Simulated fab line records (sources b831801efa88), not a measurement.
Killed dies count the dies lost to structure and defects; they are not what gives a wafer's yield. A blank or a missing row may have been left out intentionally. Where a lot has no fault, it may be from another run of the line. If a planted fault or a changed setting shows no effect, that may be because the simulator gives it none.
Chamber matching :: flow sfq line :: 4 sister chambers for SFQ_TRILAYER_I2_CMP_CMP_064 on cmp-02
The step polishes SiO2. 8 wafers are shown with their chamber, then 6 later ones without.

EACH WAFER AND ITS CHAMBER
wafer: L949.1
chamber: 1
motor current A (A): 8.8
time to endpoint s (s): 220

wafer: L954.1
chamber: 3
motor current A (A): 10.3
time to endpoint s (s): 219

wafer: L954.5
chamber: 1
motor current A (A): 9.4
time to endpoint s (s): 231

wafer: L961.5
chamber: 0
motor current A (A): 9.1
time to endpoint s (s): 212

wafer: L961.6
chamber: 3
motor current A (A): 10.1
time to endpoint s (s): 214

wafer: L963.1
chamber: 2
motor current A (A): 10.4
time to endpoint s (s): 204

wafer: L963.3
chamber: 0
motor current A (A): 9.1
time to endpoint s (s): 210

wafer: L963.5
chamber: 2
motor current A (A): 10.0
time to endpoint s (s): 210

WAFERS WHOSE CHAMBER IS MISSING
wafer: L967.1
motor current A (A): 9.1
time to endpoint s (s): 220

wafer: L967.2
motor current A (A): 9.6
time to endpoint s (s): 213

wafer: L967.4
motor current A (A): 10.1
time to endpoint s (s): 214

wafer: L969.1
motor current A (A): 9.7
time to endpoint s (s): 208

wafer: L969.3
motor current A (A): 9.3
time to endpoint s (s): 213

wafer: L969.5
motor current A (A): 8.6
time to endpoint s (s): 220

EACH ONE'S CHAMBER
wafer: L967.1
from the rows above: can't be placed: 1 or 0
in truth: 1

wafer: L967.2
from the rows above: can't be placed: 0 or 3 or 2 or 1
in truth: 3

wafer: L967.4
from the rows above: can't be placed: 3 or 2
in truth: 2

wafer: L969.1
from the rows above: can't be placed: 2 or 0 or 3
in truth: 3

wafer: L969.3
from the rows above: can't be placed: 0 or 1
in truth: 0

wafer: L969.5
from the rows above: can't be placed: 1 or 0
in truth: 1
Correct placement for 0 of the 6. Not placeable from these rows: 6 (in 6, the candidates include the true chamber). Placed wrongly: 0.
How it was worked out, from the rows above alone: a wafer's distance from a chamber is the root of the sum, over the readings, of the square of ((its reading less the chamber's mean) divided by the reading's scatter). The wafer belongs to the nearest chamber; if the next one is less than 2 further off, it can't be placed. The mean given for a chamber averages the wafers shown for that chamber. The scatter: the root of (the sum of the squares of (reading less its chamber's mean) over the shown wafers, divided by (wafers less chambers)).
